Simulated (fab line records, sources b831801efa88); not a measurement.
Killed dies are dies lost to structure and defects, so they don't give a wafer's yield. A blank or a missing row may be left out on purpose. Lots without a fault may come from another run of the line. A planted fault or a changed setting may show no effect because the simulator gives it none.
fab line records | flow sfq_line
record lots=7 wafers=21 last_day=93
route steps=325 shown I5@231 C5@240
lots that met no fault: from a run of the same line without faults
start_h: hours from the record's first day to the start of the lot's first wafer shown | wait_h: hours since the lot's step before | " the same as in the row above | L1.1+2: a row that stands for several wafers | - no value, or no start given | * or withheld: withheld | < > ~ a bound
route shown NAME@n: a module of which the file shows steps, and the number in the route of the first | usual: mean/standard deviation of fault-free wafers | same: alike in all rows | chamber/n: place in a boat | sites: the reading at each site | _std_site: their standard deviation | _edge_site: outer sites' mean less inner sites' | radius_mm: how far each site lies from the wafer's centre | mask NAME#n: copy n | behind: the tool/chamber that last shaped the wafer | hold: why the lot was held/for how many hours/how that ended | device: the transistor (n, p or np) that didn't switch | end of line: the same wafers' tests at the end of the route | a step without rows: its recipe alone | killed: dies lost to structure and defects at the first sort, not the wafer's yield | map: a wafer's dies, x killed, . not, _ none there
set.NAME: the setting as run; set.NAME@STEP: as run at that earlier step | model.NAME: the simulator's own value behind a step, which no gauge read
lots at some steps of the route; a table a step, a row a wafer
services: from which hour (start_h, from the record's first day; less than 0 if before it) a tool's chamber was out of use, for how many hours, and why
## steps
# step SFQ_TRILAYER_I5_LITHO_SOFTBAKE_148
# recipe temp_c=withheld time_s=withheld resist=KrF
# step SFQ_TRILAYER_I5_LITHO_EXPOSE_145
# recipe mask_id=I5 na=0.6 source_shape=conventional sigma_outer=0.65 target_cd_nm=700 dose_mj=21.3
# step SFQ_TRILAYER_I5_LITHO_PEB_147
# recipe peb_temp_c=115 peb_time_s=60 resist=KrF
# step SFQ_TRILAYER_I5_LITHO_DEVELOP_146
# recipe time_s=60 resist=KrF
# step SFQ_I5_OVL_MEAS_936
# usual I5_OVL=-3/5.3
# columns lot.wafer tool chamber start_h wait_h I5_OVL[nm]
L126.1 overlay-02 - 1582.42 0.1 -6
L126.4 " - " " -4
L126.6 " - " " 1
L127.2 overlay-02 - 1593.22 0.1 2
L127.3 " - " " 0
L127.4 " - " " 2
L128.1 overlay-01 - 1599.22 0.1 -1
L128.5 " - " " 0
L128.6 " - " " 3
L129.1 overlay-02 - 1611.22 0.1 -2
L129.3 " - " " -4
L129.4 " - " " -4
L130.3 overlay-01 - 1639.52 0.1 -14
L130.5 " - " " -2
L130.6 " - " " -3
L137.2 overlay-02 - 1701.53 0.1 -4
L137.3 " - " " -1
L137.4 " - " " -6
L140.1 overlay-01 - 1719.53 0.1 -3
L140.3 " - " " -4
L140.6 " - " " 5
# step SFQ_TRILAYER_I5_BARC_OPEN_VIA_ETCH_200
# recipe mask_material=PR chemistry=O2 target_depth_nm=125 target=BARC source_w=500 bias_w=80 pressure_mtorr=30 time_s=41.7
# usual drypump_motor_current_A=5.6/0.39 oes_product_au=0.685/0.0047
# columns lot.wafer tool chamber start_h wait_h drypump_motor_current_A oes_product_au rf_hours_counter_h
L126.1 rie_diel-04 1 1582.45 0.0 5.2 0.689 8
L126.4 " 0 " " 5.0 0.692 12
L126.6 " 3 " " 5.6 0.683 -
L127.2 rie_diel-04 3 1593.25 0.0 5.6 0.680 17
L127.3 " 2 " " 6.0 0.688 11
L127.4 " 1 " " 5.1 0.678 8
L128.1 rie_diel-02 0 1599.25 0.0 5.6 0.681 5
L128.5 " 1 " " 5.5 0.686 -
L128.6 " 0 " " 5.7 0.690 -
L129.1 rie_diel-04 1 1611.25 0.0 5.2 0.687 9
L129.3 " 3 " " 5.6 0.691 18
L129.4 " 0 " " 5.0 0.681 13
L130.3 rie_diel-04 2 1639.55 0.0 6.0 0.682 12
L130.5 " 0 " " 5.0 0.692 -
L130.6 " 1 " " 5.1 0.693 -
L137.2 rie_diel-02 0 1701.56 0.0 5.6 0.684 7
L137.3 " 1 " " 5.4 0.683 16
L137.4 " 2 " " 6.3 0.677 13
L140.1 rie_diel-02 0 1719.56 0.0 5.6 0.685 7
L140.3 " 1 " " 5.4 0.686 17
L140.6 " 3 " " 5.2 0.691 -
# step SFQ_TRILAYER_I5_ETCH_VIA_ETCH_147
# recipe stop_on=Nb mask_material=PR chemistry=CHF3 target_depth_nm=360 source_w=500 bias_w=80 pressure_mtorr=30 time_s=withheld
# usual drypump_motor_current_A=5.6/0.39 oes_product_au=0.990/0.0064
# columns lot.wafer tool chamber start_h wait_h drypump_motor_current_A oes_product_au
L126.1 rie_diel-04 1 1582.49 0.0 5.1 0.984
L126.4 " 0 " " 5.0 1.000
L126.6 " 3 " " 5.6 0.996
L127.2 rie_diel-04 3 1593.29 0.0 5.6 0.996
L127.3 " 2 " " 6.0 0.990
L127.4 " 1 " " 5.1 0.988
L128.1 rie_diel-02 0 1599.29 0.0 5.6 0.984
L128.5 " 1 " " 5.5 0.987
L128.6 " 0 " " 5.6 0.978
L129.1 rie_diel-04 1 1611.29 0.0 5.1 0.988
L129.3 " 3 " " 5.6 0.996
L129.4 " 0 " " 5.0 0.991
L130.3 rie_diel-04 2 1639.59 0.0 6.0 0.988
L130.5 " 0 " " 5.0 0.982
L130.6 " 1 " " 5.1 0.991
L137.2 rie_diel-02 0 1701.60 0.0 5.6 0.994
L137.3 " 1 " " 5.5 0.994
L137.4 " 2 " " 6.3 0.998
L140.1 rie_diel-02 0 1719.60 0.0 5.6 0.976
L140.3 " 1 " " 5.5 0.990
L140.6 " 3 " " 5.2 0.983
# step SFQ_TRILAYER_I5_STRIP_STRIP_148
# recipe gas=O2 power_w=200 platen_temp_c=40 overash_fraction=0.65 chemistry=O2 pressure_mtorr=50
# usual drypump_motor_current_A=5.8/0.61 he_backside_leak_sccm=3.59/0.25 oes_product_au=0.999/0.0079
# columns lot.wafer tool chamber start_h wait_h drypump_motor_current_A he_backside_leak_sccm oes_product_au rf_hours_counter_h
L126.1 rie_metal-02 1 1582.64 - 5.3 3.66 0.995 92
L126.4 " 1 " " 5.2 3.73 1.004 -
L126.6 " 0 " " 4.7 3.80 0.996 -
L127.2 rie_metal-02 1 1593.44 - 5.3 3.62 0.988 93
L127.3 " 1 " " 5.3 3.52 0.989 -
L127.4 " 0 " " 4.6 3.76 1.000 -
L128.1 rie_metal-03 1 1599.44 - 5.7 3.70 1.000 83
L128.5 " 0 " " 5.9 3.25 0.994 -
L128.6 " 1 " " 5.7 3.69 0.998 -
L129.1 rie_metal-01 1 1611.44 - 6.2 3.79 0.991 110
L129.3 " 1 " " 6.2 3.84 0.993 -
L129.4 " 0 " " 6.5 3.47 1.002 -
L130.3 rie_metal-02 0 1639.94 - 4.6 3.96 1.001 -
L130.5 " 1 " " 5.2 3.62 1.000 -
L130.6 " 0 " " 4.6 3.88 1.001 -
L137.2 rie_metal-03 0 1701.75 - 5.9 3.17 1.013 64
L137.3 " 0 " " 5.9 3.20 1.011 -
L137.4 " 1 " " 5.8 3.85 0.995 -
L140.1 rie_metal-03 0 1719.75 - 5.9 3.19 1.014 67
L140.3 " 0 " " 5.9 3.22 1.020 -
L140.6 " 1 " " 5.7 3.55 0.998 -
# step SFQ_TRILAYER_I5_STRIP_SOLV_CLEAN_149
# recipe chemistry=NMP temp_c=70 time_s=600
# step SFQ_TRILAYER_C5_LITHO_COAT_156
# recipe resist=BARC spin_rpm=3000 resist_thk_nm=62
# step SFQ_TRILAYER_C5_LITHO_COAT_151
# recipe resist=KrF spin_rpm=3000 resist_thk_nm=650
# step SFQ_TRILAYER_C5_LITHO_SOFTBAKE_155
# recipe temp_c=withheld time_s=withheld resist=KrF
# step SFQ_TRILAYER_C5_LITHO_EXPOSE_152
# recipe mask_id=C5 na=0.6 source_shape=conventional sigma_outer=0.65 target_cd_nm=500 dose_mj=21.3
# usual exposure_dose_mJ_cm2=21.305/0.017 stage_vel_mm_s=500.07/0.25
# columns lot.wafer tool chamber start_h wait_h mask exposure_dose_mJ_cm2 stage_vel_mm_s
L126.1 krf_scanner-02 0 1716.83 - C5#0 21.329 499.89
L126.4 " 0 " " C5#0 21.290 500.01
L126.6 " 0 " " C5#0 21.280 500.18
L127.2 krf_scanner-02 0 1723.03 - C5#0 24.262 500.39
L127.3 " 0 " " C5#0 24.242 500.10
L127.4 " 0 " " C5#0 24.258 500.19
L128.1 krf_scanner-02 0 1727.63 - C5#0 24.285 500.02
L128.5 " 0 " " C5#0 24.251 500.05
L128.6 " 0 " " C5#0 24.260 499.81
L129.1 krf_scanner-02 0 1738.43 - C5#0 24.251 500.28
L129.3 " 0 " " C5#0 24.231 500.35
L129.4 " 0 " " C5#0 24.271 500.13
L130.3 krf_scanner-01 0 1754.55 - C5#0 21.309 500.10
L130.5 " 0 " " C5#0 21.302 499.91
L130.6 " 0 " " C5#0 21.332 500.34
L137.2 krf_scanner-01 0 1815.55 - C5#0 21.308 499.66
L137.3 " 0 " " C5#0 21.268 500.38
L137.4 " 0 " " C5#0 21.294 500.17
L140.1 krf_scanner-01 0 1834.86 - C5#0 21.327 499.42
L140.3 " 0 " " C5#0 21.300 500.08
L140.6 " 0 " " C5#0 21.332 499.58
# step SFQ_TRILAYER_C5_LITHO_PEB_154
# recipe peb_temp_c=115 peb_time_s=60 resist=KrF
# step SFQ_TRILAYER_C5_LITHO_DEVELOP_153
# recipe time_s=60 resist=KrF
# step SFQ_C5_OVL_MEAS_937
# usual C5_OVL=1/5.3
# columns lot.wafer tool chamber start_h wait_h C5_OVL[nm]
L126.1 overlay-02 - 1718.33 0.1 1
L126.4 " - " " 6
L126.6 " - " " -2
L127.2 overlay-02 - 1724.33 0.1 -3
L127.3 " - " " -2
L127.4 " - " " -2
L128.1 overlay-02 - 1729.13 0.1 0
L128.5 " - " " 3
L128.6 " - " " 6
L129.1 overlay-02 - 1739.93 0.1 -3
L129.3 " - " " -4
L129.4 " - " " -8
L130.3 overlay-02 - 1755.66 0.1 13
L130.5 " - " " 11
L130.6 " - " " 12
L137.2 overlay-01 - 1816.86 0.1 5
L137.3 " - " " 0
L137.4 " - " " 6
L140.1 overlay-02 - 1836.36 0.1 -5
L140.3 " - " " -4
L140.6 " - " " -1
# step SFQ_TRILAYER_C5_BARC_OPEN_VIA_ETCH_210
# recipe mask_material=PR chemistry=O2 target_depth_nm=125 target=BARC source_w=500 bias_w=80 pressure_mtorr=30 time_s=41.7
# usual drypump_motor_current_A=5.6/0.38 oes_product_au=0.685/0.0044
# columns lot.wafer tool chamber start_h wait_h drypump_motor_current_A oes_product_au rf_hours_counter_h model.C5.cd_nm
L126.1 rie_diel-04 2 1718.36 0.0 6.0 0.686 13 500.6
L126.4 " 1 " " 5.2 0.687 10 502.4
L126.6 " 3 " " 5.6 0.682 - 501.2
L127.2 rie_diel-04 2 1724.36 0.0 6.0 0.683 13 520.7
L127.3 " 1 " " 5.2 0.684 10 520.4
L127.4 " 3 " " 5.6 0.688 1 521
L128.1 rie_diel-01 3 1729.16 0.0 5.8 0.680 10 519.9
L128.5 " 0 " " 5.2 0.689 - 520.6
L128.6 " 3 " " 5.8 0.690 - 520.1
L129.1 rie_diel-02 0 1739.96 0.0 5.7 0.692 8 523
L129.3 " 1 " " 5.5 0.687 17 520.5
L129.4 " 3 " " 5.2 0.681 14 521.1
L130.3 rie_diel-01 1 1755.69 0.0 6.2 0.684 13 501.1
L130.5 " 1 " " 6.1 0.687 - 501.2
L130.6 " 2 " " 5.6 0.685 - 500
L137.2 rie_diel-01 0 1816.89 0.0 5.2 0.685 4 502
L137.3 " 1 " " 6.1 0.681 14 503.3
L137.4 " 2 " " 5.6 0.683 1 502.5
L140.1 rie_diel-01 2 1836.40 0.0 5.6 0.690 1 500.2
L140.3 " 0 " " 5.2 0.681 4 500.1
L140.6 " 2 " " 5.6 0.680 - 499.9
# step SFQ_TRILAYER_C5_ETCH_VIA_ETCH_154
# recipe target=SiO2 mask_material=PR chemistry=CHF3 target_depth_nm=84 source_w=500 bias_w=80 pressure_mtorr=30 time_s=withheld stop_on=Nb
# usual drypump_motor_current_A=5.6/0.39 oes_product_au=0.895/0.008
# columns lot.wafer tool chamber start_h wait_h drypump_motor_current_A oes_product_au model.C5.cd_nm
L126.1 rie_diel-04 2 1718.40 0.0 6.0 0.894 500.9
L126.4 " 1 " " 5.2 0.906 502.6
L126.6 " 3 " " 5.6 0.902 500.2
L127.2 rie_diel-04 2 1724.40 0.0 6.0 0.901 521
L127.3 " 1 " " 5.1 0.888 520.5
L127.4 " 3 " " 5.6 0.899 520.3
L128.1 rie_diel-01 3 1729.20 0.0 5.9 0.878 519.5
L128.5 " 0 " " 5.2 0.908 520.2
L128.6 " 3 " " 5.9 0.905 519.7
L129.1 rie_diel-02 0 1740.00 0.0 5.6 0.891 522.8
L129.3 " 1 " " 5.5 0.882 520.3
L129.4 " 3 " " 5.2 0.896 521.3
L130.3 rie_diel-01 1 1755.73 0.0 6.1 0.893 501.4
L130.5 " 1 " " 6.1 0.907 501.3
L130.6 " 2 " " 5.6 0.902 501
L137.2 rie_diel-01 0 1816.93 0.0 5.2 0.889 502.6
L137.3 " 1 " " 6.1 0.896 503.8
L137.4 " 2 " " 5.6 0.896 503.6
L140.1 rie_diel-01 2 1836.44 0.0 5.6 0.901 501.5
L140.3 " 0 " " 5.2 0.878 500.6
L140.6 " 2 " " 5.6 0.897 501.1
# step SFQ_TRILAYER_C5_STRIP_STRIP_155
# recipe gas=O2 power_w=200 platen_temp_c=40 overash_fraction=0.65 chemistry=O2 pressure_mtorr=50
# usual drypump_motor_current_A=5.7/0.73 he_backside_leak_sccm=3.6/0.35 oes_product_au=0.999/0.011
# columns lot.wafer tool chamber start_h wait_h drypump_motor_current_A he_backside_leak_sccm oes_product_au rf_hours_counter_h
L126.1 rie_metal-02 0 1718.45 - 4.6 3.2 1.002 3
L126.4 " 1 " " 5.3 4.0 0.989 -
L126.6 " 0 " " 4.6 3.2 1.005 -
L127.2 rie_metal-02 0 1724.45 - 4.7 3.1 1.012 4
L127.3 " 1 " " 5.2 3.7 0.995 -
L127.4 " 0 " " 4.6 3.1 1.010 -
L128.1 rie_metal-02 1 1729.26 - 5.2 3.8 0.989 109
L128.5 " 0 " " 4.6 3.1 1.002 -
L128.6 " 1 " " 5.2 3.8 1.009 -
L129.1 rie_metal-04 1 1740.05 - 6.6 3.5 0.985 47
L129.3 " 1 " " 6.6 3.7 0.984 -
L129.4 " 0 " " 5.6 3.5 1.022 -
L130.3 rie_metal-04 0 1755.97 - 5.6 3.6 1.014 -
L130.5 " 1 " " 6.6 3.8 0.987 -
L130.6 " 0 " " 5.6 3.9 1.026 -
L137.2 rie_metal-04 1 1816.97 - 6.6 3.5 0.996 56
L137.3 " 0 " " 5.6 4.0 1.017 -
L137.4 " 1 " " 6.6 3.7 0.997 -
L140.1 rie_metal-02 0 1836.48 - 4.6 3.1 0.997 20
L140.3 " 1 " " 5.3 3.8 0.990 -
L140.6 " 0 " " 4.6 3.2 1.000 -
## services
# columns tool chamber start_h hours kind
rie_diel-01 2 1576.25 7.4 repair
krf_scanner-02 - 1578.39 1.3 pm
rie_diel-02 2 1578.55 7.3 repair
krf_scanner-02 - 1583.24 2.8 repair
rie_diel-01 2 1591.49 1.3 repair
rie_diel-04 - 1600.32 3.9 repair
rie_metal-02 - 1605.64 0.6 repair
rie_diel-01 0 1606.58 9.1 repair
krf_scanner-02 - 1608.75 1.1 repair
rie_diel-04 - 1614.11 0.1 repair
rie_diel-01 2 1615.64 2.6 repair
krf_scanner-02 - 1625.91 1.0 pm
rie_diel-04 0 1628.01 5.5 repair
krf_scanner-02 - 1644.01 0.8 pm
rie_diel-02 - 1674.39 2.9 repair
rie_diel-02 0 1709.52 3.2 repair
rie_diel-02 2 1746.08 30.8 repair
rie_diel-01 0 1748.54 11.8 repair
krf_scanner-02 - 1754.03 1.3 pm
rie_diel-04 1 1777.88 5.5 repair
krf_scanner-02 - 1794.91 1.0 pm
rie_diel-02 1 1795.71 11.5 repair
rie_metal-02 - 1810.71 0.4 repair
krf_scanner-02 - 1812.79 0.8 pm
## key
first_sign step=SFQ_TRILAYER_C5_LITHO_EXPOSE_152 reading=exposure_dose_mJ_cm2 direction=up sigmas=99+ usual=21.305 struck=24.257
effect none on later readings
model_effect step=SFQ_TRILAYER_C5_BARC_OPEN_VIA_ETCH_210 value=C5.cd_nm without=499.9 struck=520.8
model_effect step=SFQ_TRILAYER_C5_ETCH_VIA_ETCH_154 value=C5.cd_nm without=499.7 struck=520.6
met_at SFQ_TRILAYER_C5_LITHO_EXPOSE_152
struck_wafers L127.2,L127.3,L127.4,L128.1,L128.5,L128.6,L129.1,L129.3,L129.4
onset_between 1716.83 1723.03
fault kind=process_parameter_drift tool=krf_scanner-02 chamber=- onset_h=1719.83 steps=SFQ_TRILAYER_C5_LITHO_EXPOSE_152 channel=dose_mj offset=2.9484 shape=step acts_in=these_recipes_only stated=21.3
